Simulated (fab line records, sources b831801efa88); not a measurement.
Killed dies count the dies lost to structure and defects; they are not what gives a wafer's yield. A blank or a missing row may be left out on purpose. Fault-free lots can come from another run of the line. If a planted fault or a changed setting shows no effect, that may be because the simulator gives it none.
Problem report, 8D (eight disciplines) form, completed by code || flow gf180mcu || the parts of the form that need people (team, actions taken, sign-off) are left out

== 1. WHAT WENT WRONG ==
Wafers without a fault read 25.01 C, standard deviation 0.1; temp_c at GF_DUAL_GATE_WET_ETCH_12 reads a mean of 8.27 C on 6 wafers belonging to 2 lots. So: -99 or more standard deviations from the usual mean.
The step: etches SiO2 in dHF, target depth 13 nm, time 260 s.
The first sign was on wafer L621.1 at day 12 03:26, on wet_bench-01. At this step, 42 wafers from 14 lots have a number in the record. By rule, "out" or "out of limits" means more than 4 standard deviations away from the usual mean. Any other wafer with a number is counted as sound.

== 2. WHAT IT IS; WHAT IT IS NOT ==
{"question": "which readings at this step", "is": "temp_c, bath_heat_duty_pct", "is not": "-"}
{"question": "which lots", "is": "L621, L622", "is not": "L608, L610, L612, L613, L615, L623, L624, L625, L627, L629, L630, L631"}
{"question": "which wafers of those lots", "is": "all that have a number", "is not": "-"}
{"question": "read on which tools", "is": "wet_bench-01", "is not": "wet_bench-03, wet_bench-04"}
{"question": "when", "is": "from day 12 03:26", "is not": "up to then (15 sound wafers); but 21 sound wafers of L623, L624, L625, L627, L629, L630, L631 came after"}

== 3. THE SUSPECTS, EACH WITH WHAT RULES IT OUT ==
Counting: a tool at a process step up to the reading stays a suspect if it ran every lot that is out and no sound lot after the first of them.
- wet_bench-01 at GF_DUAL_GATE_WET_ETCH_12 (etches SiO2 in dHF, target depth 13 nm, time 260 s): kept. It processed each lot that is out, first L621 at day 12 03:26, and no sound lot thereafter; up to then, the last sound lot it processed was L610 at day 9 00:44. Its own readings are out on those wafers: bath_heat_duty_pct, temp_c.
Left after counting: wet_bench-01 at GF_DUAL_GATE_WET_ETCH_12.

== 4. THE CAUSE (what the simulator had put in) ==
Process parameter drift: wet_bench-01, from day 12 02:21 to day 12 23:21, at GF_DUAL_GATE_WET_ETCH_12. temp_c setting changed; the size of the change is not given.
Only this tool survived the counting.

== 5. THE CHAIN OF EFFECTS, in route order ==
Each row: a reading whose mean over the struck wafers that have a number lies more than 3 standard deviations from the usual. Scope: only readings with a usual standard deviation given in the record; hours: median across lots of the time from each lot's start at the first step in this table that gives one to its start at this step; sigmas: change in usual standard deviations.
{"hours": 0, "step": "GF_DUAL_GATE_WET_ETCH_12", "reading": "bath_heat_duty_pct", "usual": "6.5 %", "on struck wafers": 0.0, "change": -6.5, "sigmas": -6.5}
{"hours": 0, "step": "GF_DUAL_GATE_WET_ETCH_12", "reading": "temp_c", "usual": "25.01 C", "on struck wafers": 8.27, "change": -16.74, "sigmas": "-99 or more"}
Process steps it contains:
- GF_DUAL_GATE_WET_ETCH_12: etches SiO2 in dHF, target depth 13 nm, time 260 s.
Later steps that measure or inspect, where all struck wafers having a row at the step show a number for every such reading and not one has moved that far: GF_SAB_OVL_MEAS_10.

== 6. WHAT WOULD HAVE CAUGHT IT SOONER ==
In this record the first reading out of limits was taken at day 12 03:26, 1 hour after the fault began at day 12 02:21.
